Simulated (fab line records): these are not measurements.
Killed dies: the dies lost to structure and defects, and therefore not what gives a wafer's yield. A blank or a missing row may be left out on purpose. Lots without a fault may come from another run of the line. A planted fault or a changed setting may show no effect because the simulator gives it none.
What tool caused it?    flow sky130    Sampling: 24 lots, 72 wafers, 5 of 708 route steps

## WHAT THE GAUGES READ, wafer by wafer
SKY_LDD_N_OVL_MEAS_07. Usual: LDD_N_OVL -0.5 nm, standard deviation 1.7.
lot   measured      on          LDD_N_OVL (nm)  flag
L074  day 17 01:23  overlay-01  -2.7 -2.6 0.0   
L075  day 18 02:27  overlay-01  1.8 -0.8 0.5    
L076  day 19 01:08  overlay-02  -3.3 -1.1 -1.4  
L078  day 19 01:08  overlay-01  -1.5 -1.7 -3.5  
L077  day 19 08:14  overlay-02  -2.9 -2.8 -1.7  
L079  day 20 02:25  overlay-02  -4.3 -1.9 -2.8  
L080  day 20 17:14  overlay-01  -0.7 2.3 -0.4   
L082  day 21 00:09  overlay-02  -1.7 -0.4 -2.3  
L081  day 21 06:10  overlay-02  -2.9 -1.0 -3.0  
L083  day 21 06:28  overlay-01  0.3 1.8 1.4     
L084  day 21 09:45  overlay-02  -2.1 -3.6 -1.2  
L087  day 23 13:43  overlay-01  1.7 0.6 0.2     
L086  day 23 14:19  overlay-02  -1.2 -2.7 -3.5  
L085  day 23 15:33  overlay-01  2.1 1.1 1.6     
L088  day 23 15:55  overlay-01  0.3 1.8 2.6     
L090  day 23 17:37  overlay-01  -1.5 -0.8 1.5   
L089  day 23 18:16  overlay-01  1.0 -0.1 0.1    
L091  day 23 21:04  overlay-02  0.4 2.7 2.3     
L092  day 24 03:03  overlay-01  1.1 3.5 1.4     
L093  day 24 14:40  overlay-02  -0.9 -1.9 -2.5  
L094  day 25 03:07  overlay-01  0.9 0.0 0.2     
L095  day 25 06:55  overlay-01  -0.2 1.2 0.3    
L096  day 25 13:45  overlay-02  -0.6 -0.6 0.2   
L097  day 26 05:29  overlay-02  -0.2 0.1 -2.1   

SKY_VIA1_THK_MEAS_01. Usual: VIA1_HDPCVD_THK 1001 nm, standard deviation 9.9.
lot   measured      on            VIA1_HDPCVD_THK (nm)  flag
L074  day 32 04:24  filmMetro-03  994 985 983           
L075  day 33 05:08  filmMetro-03  1008 1002 999         
L076  day 34 00:13  filmMetro-03  982 999 991           
L078  day 34 03:58  filmMetro-03  1008 1015 1005        
L077  day 34 07:55  filmMetro-01  1016 1012 1014        
L079  day 35 03:44  filmMetro-02  990 999 994           
L080  day 35 19:54  filmMetro-02  998 1006 1010         
L082  day 35 20:41  filmMetro-01  1015 1010 1011        
L081  day 36 00:56  filmMetro-03  993 1000 1003         
L083  day 36 02:16  filmMetro-02  1013 1012 1022        
L084  day 36 04:01  filmMetro-02  1013 1016 1007        
L087  day 37 22:08  filmMetro-02  984 978 994           
L086  day 37 23:08  filmMetro-03  983 1007 996          
L085  day 37 23:39  filmMetro-02  1001 995 1000         
L088  day 38 01:52  filmMetro-01  995 998 979           
L090  day 38 04:16  filmMetro-01  1000 991 994          
L089  day 38 04:32  filmMetro-03  1012 1005 1019        
L091  day 38 05:33  filmMetro-03  992 984 986           
L092  day 38 09:01  filmMetro-03  995 991 996           
L093  day 38 22:22  filmMetro-03  1014 991 999          
L094  day 39 08:11  filmMetro-01  1011 1006 997         
L095  day 39 08:35  filmMetro-01  1005 1005 1000        
L096  day 39 14:50  filmMetro-01  1003 999 996          
L097  day 40 05:25  filmMetro-01  1001 992 1007         

SKY_CAPM_THK_MEAS_01. Usual: CAPM_CVD_00_THK 15.61 nm, standard deviation 0.24.
lot   measured      on            CAPM_CVD_00_THK (nm)  flag
L074  day 35 19:24  filmMetro-01  15.27 15.18 15.58     
L075  day 36 18:24  filmMetro-02  15.07 15.66 15.53     
L076  day 37 13:02  filmMetro-02  15.02 15.47 15.33     
L078  day 37 15:42  filmMetro-04  15.90 15.51 15.68     
L077  day 37 20:18  filmMetro-04  15.20 15.63 15.34     
L079  day 38 15:21  filmMetro-01  15.98 15.95 16.15     
L080  day 39 06:26  filmMetro-01  15.48 15.51 15.84     
L082  day 39 06:48  filmMetro-01  15.64 15.81 15.67     
L081  day 39 11:14  filmMetro-04  15.49 15.41 15.65     
L083  day 39 11:53  filmMetro-02  15.76 15.64 16.04     
L084  day 39 14:07  filmMetro-04  15.49 15.79 15.97     
L087  day 41 05:07  filmMetro-02  15.63 15.80 15.87     
L086  day 41 07:08  filmMetro-02  15.70 15.90 15.72     
L085  day 41 07:49  filmMetro-01  15.32 15.80 15.72     
L088  day 41 09:42  filmMetro-02  15.41 15.66 15.61     
L090  day 41 11:44  filmMetro-02  15.73 15.93 15.95     
L089  day 41 12:32  filmMetro-02  15.64 15.62 15.96     
L091  day 41 12:50  filmMetro-01  15.34 15.86 15.99     
L092  day 41 15:43  filmMetro-04  15.66 15.98 15.75     
L093  day 42 04:16  filmMetro-02  15.79 15.93 15.92     
L094  day 42 13:47  filmMetro-01  15.64 15.32 15.58     
L095  day 42 14:41  filmMetro-02  15.38 15.37 15.43     
L096  day 42 19:41  filmMetro-02  15.69 15.27 15.79     
L097  day 43 08:35  filmMetro-04  15.38 15.53 15.75     

## WHICH TOOL RAN EACH LOT (tool, then ch and the chambers of the sampled wafers, then the start)
lot   SKY_METAL1_SPUTTER_00        SKY_VIA1_CMP_24
L074  pvdSputter-01, day 30 22:52  cmp-01 ch 1,2,3, day 33 09:00
L075  pvdSputter-01, day 32 00:50  cmp-01 ch 0,3, day 34 08:59
L076  pvdSputter-03, day 32 20:26  cmp-02 ch 1,3, day 35 04:29
L078  pvdSputter-01, day 33 00:07  cmp-02 ch 0,3, day 35 08:16
L077  pvdSputter-02, day 33 03:53  cmp-02 ch 0,1,3, day 35 12:20
L079  pvdSputter-02, day 33 23:22  cmp-02 ch 1,3, day 36 07:42
L080  pvdSputter-03, day 34 15:15  cmp-01 ch 0,2,3, day 37 00:04
L082  pvdSputter-03, day 34 16:32  cmp-01 ch 1,3, day 37 00:25
L081  pvdSputter-01, day 34 21:16  cmp-01 ch 1,2, day 37 04:25
L083  pvdSputter-03, day 34 21:55  cmp-02 ch 1,2,3, day 37 06:04
L084  pvdSputter-03, day 35 00:26  cmp-01 ch 0,1,3, day 37 08:07
L087  pvdSputter-01, day 36 18:58  cmp-02 ch 0,2, day 39 00:55
L086  pvdSputter-01, day 36 19:53  cmp-02 ch 0,1,3, day 39 02:47
L085  pvdSputter-03, day 36 20:32  cmp-02 ch 2,3, day 39 03:05
L088  pvdSputter-03, day 36 22:05  cmp-02 ch 0,1, day 39 05:02
L090  pvdSputter-03, day 37 01:10  cmp-02 ch 1,2,3, day 39 07:07
L089  pvdSputter-03, day 37 01:37  cmp-01 ch 0,1,3, day 39 07:11
L091  pvdSputter-03, day 37 02:19  cmp-01 ch 0,1,2, day 39 08:24
L092  pvdSputter-03, day 37 06:21  cmp-01 ch 0,2, day 39 11:46
L093  pvdSputter-01, day 37 18:49  cmp-01 ch 0,2,3, day 40 00:23
L094  pvdSputter-01, day 38 05:23  cmp-02 ch 1,2,3, day 40 10:22
L095  pvdSputter-01, day 38 05:49  cmp-02 ch 0,1,2, day 40 10:46
L096  pvdSputter-03, day 38 12:52  cmp-01 ch 1,2,3, day 40 16:32
L097  pvdSputter-03, day 39 03:41  cmp-01 ch 0,3, day 41 06:43
- SKY_METAL1_SPUTTER_00: material Ti, target thk 15 nm, time 10 s.
- SKY_VIA1_CMP_24: polishes, stops on SiO2, t overpolish 15 s, target thk 0 nm.

## AS READ BY THE TOOLS THEMSELVES (means over the sampled wafers that have a number; for cases with no such wafer, the mark the record gives instead)
SKY_METAL1_SPUTTER_00. Usual: 29.6 % for throttleValvePct, sd 1.3.
lot   tool           throttleValvePct (%)  flag
L074  pvdSputter-01  30.1                  
L075  pvdSputter-01  29.4                  
L076  pvdSputter-03  28.5                  
L078  pvdSputter-01  29.7                  
L077  pvdSputter-02  29.7                  
L079  pvdSputter-02  29.6                  
L080  pvdSputter-03  28.1                  
L082  pvdSputter-03  30.9                  
L081  pvdSputter-01  29.8                  
L083  pvdSputter-03  30.0                  
L084  pvdSputter-03  30.3                  
L087  pvdSputter-01  29.2                  
L086  pvdSputter-01  29.3                  
L085  pvdSputter-03  29.1                  
L088  pvdSputter-03  29.4                  
L090  pvdSputter-03  30.4                  
L089  pvdSputter-03  29.2                  
L091  pvdSputter-03  27.9                  
L092  pvdSputter-03  29.1                  
L093  pvdSputter-01  29.9                  
L094  pvdSputter-01  29.2                  
L095  pvdSputter-01  29.0                  
L096  pvdSputter-03  30.2                  
L097  pvdSputter-03  30.9                  

SKY_VIA1_CMP_24. Usual: motorCurrentA 11.7 A, standard deviation 2; overpolishRunS 15.001 s, standard deviation 0.0092; timeToEndpointS 65.4 s, standard deviation 2.5.
lot   tool    motorCurrentA (A)  overpolishRunS (s)  timeToEndpointS (s)  flag
L074  cmp-01  12.0               14.993              67.9                 
L075  cmp-01  10.6               15.005              63.9                 
L076  cmp-02  10.4               14.994              64.4                 
L078  cmp-02  12.2               15.000              66.0                 
L077  cmp-02  11.6               15.005              66.0                 
L079  cmp-02  10.5               14.998              66.1                 
L080  cmp-01  11.6               15.002              62.7                 
L082  cmp-01  10.6               15.009              65.4                 
L081  cmp-01  13.1               15.003              65.7                 
L083  cmp-02  12.1               14.998              62.0                 
L084  cmp-01  9.9                15.003              63.0                 
L087  cmp-02  13.5               14.992              64.4                 
L086  cmp-02  11.4               14.999              66.0                 
L085  cmp-02  13.6               15.004              63.4                 
L088  cmp-02  11.8               15.005              68.1                 
L090  cmp-02  12.0               15.000              68.0                 
L089  cmp-01  10.4               15.005              65.3                 
L091  cmp-01  11.4               14.992              64.9                 
L092  cmp-01  13.2               14.999              63.7                 
L093  cmp-01  11.9               14.997              70.3                 
L094  cmp-02  12.1               14.997              68.6                 
L095  cmp-02  12.5               14.999              64.9                 
L096  cmp-01  11.7               15.005              64.6                 
L097  cmp-01  10.2               14.998              64.4                 

## THE ANSWER, worked out from the rows above alone
Rule: a lot is off if the mean of its wafers that have a number lies more than 3 standard deviations from the usual mean. Also off: a lot with no number at a reading for which 4 or more lots have one. All remaining lots with rows at the step are treated as sound. First the gauges in route order, then the tools' own readings, where a lot's mean is used as printed above. At the first step where some lot is off, the reading lying furthest off is the one used; lots without a number count as furthest.
No lot is off on any of the readings shown, so nothing can be concluded from this.

## WHAT THE SIMULATOR HAD INSERTED
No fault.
